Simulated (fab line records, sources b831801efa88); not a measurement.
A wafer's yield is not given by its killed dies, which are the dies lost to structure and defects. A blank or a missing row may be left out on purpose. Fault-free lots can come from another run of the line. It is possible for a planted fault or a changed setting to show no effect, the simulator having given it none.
Struck lot and sound lot, side by side + flow sky130 + 14 steps out of a route of 708
Sound: these wafers, L193.1, L193.3, L193.5. Struck: wafers L192.1, L192.3, L192.6. Last of all comes the cause.
Order at every step that has rows: each side's tool, ch and its chambers, its first start. Under that, the readings that differ: sound wafers + struck wafers + difference of the means + sigmas: that difference in standard deviations of wafers without a fault.
alike: readings whose means differ by less than 2 such deviations, and words and numbers that are the same on both sides. not compared: withheld readings, readings that some wafer has no value for, bounds like >300 that may hide the same value, and numbers for which the record gives no deviation and whose values overlap.
The two part at a step that has a row with sigmas, a row that says differs or no value, or rows on one side only. When numbers do not overlap yet have no deviation, they are printed without sigmas and do not part them. Lack of a reading on every wafer of one side parts them only where that side has two or more wafers.

first, 5 steps without rows for these wafers: SKY_SONOS_ONO_COAT_08 (resist thk 1140 nm); SKY_SONOS_ONO_SOFTBAKE_09 (time 60 s); SKY_SONOS_ONO_EXPOSE_10 (exposes mask ONOM, target cd 410 nm); SKY_SONOS_ONO_PEB_11; SKY_SONOS_ONO_DEVELOP_12 (develop time 60 s).
SKY_SONOS_ONO_CD_MEAS_13 targets a cd of 410 nm.
  struck on cd-sem-02, day 14 16:17; sound on cd-sem-02, day 15 02:42
  alike: cd-nm
SKY_SONOS_ONO_OVL_MEAS_14:
  struck on overlay-01, day 14 16:25; sound on overlay-01, day 15 02:49
  alike: SONOS_ONO_OVL
SKY_SONOS_ONO_ETCH_15: etches the open film in CHF3/O2, target depth 19.52 nm, time 7.8 s.
  sound on rie-diel-03 ch 1,2,3, day 15 02:51; struck on rie-diel-03 ch 1,2, day 14 16:27
  alike: chf3-flow-sccm, drypump-motor-current-A, oes-product-au, throttle-valve-pct
  not compared: rf-hours-counter-h
then, 1 step without rows for these wafers: SKY_SONOS_ONO_WET_ETCH_16 (etches SiO2 in dHF, target depth 14 nm, time 280 s).
SKY_SONOS_ONO_STRIP_17: strips in O2/N2.
  sound on plasma-asher-01 ch 0,1, day 15 02:58; struck on plasma-asher-01 ch 0,1, day 14 16:34
  alike: drypump-motor-current-A, oes-product-au, strip-time-to-endpoint-s
  not compared: rf-hours-counter-h
then, 2 steps without rows for these wafers: SKY_SONOS_ONO_WET_ETCH_18 (etches Si3N4 in H3PO4, target depth 15 nm, time 172 s); SKY_GATE_OXIDE_CLEAN_00 (cleans in SC1/SC2, time 150 s).
SKY_GATE_OXIDE_OXIDATION_01: stabilise 600 s, purge 300 s, target thk 10.268 nm.
  sound on furnace-02 ch 0, day 15 10:10; struck on furnace-02, day 14 21:46
  no value came back on the struck wafers for any of 5 readings (ox-temp-c (C), ox-temp-c-max and others); on the sound wafers ox-temp-c (C) reads 899.9 899.5 899.8
then, 1 step without rows for these wafers: SKY_GATE_OXIDE_DEHYDRATE_03 (time 60 s).

== WHERE THEY PART ==
Only at SKY_GATE_OXIDE_OXIDATION_01, as far as this record shows.

WHY: what the simulator had put in
At SKY_GATE_OXIDE_OXIDATION_01, the step was skipped entirely on furnace-02 from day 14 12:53 on. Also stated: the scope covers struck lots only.
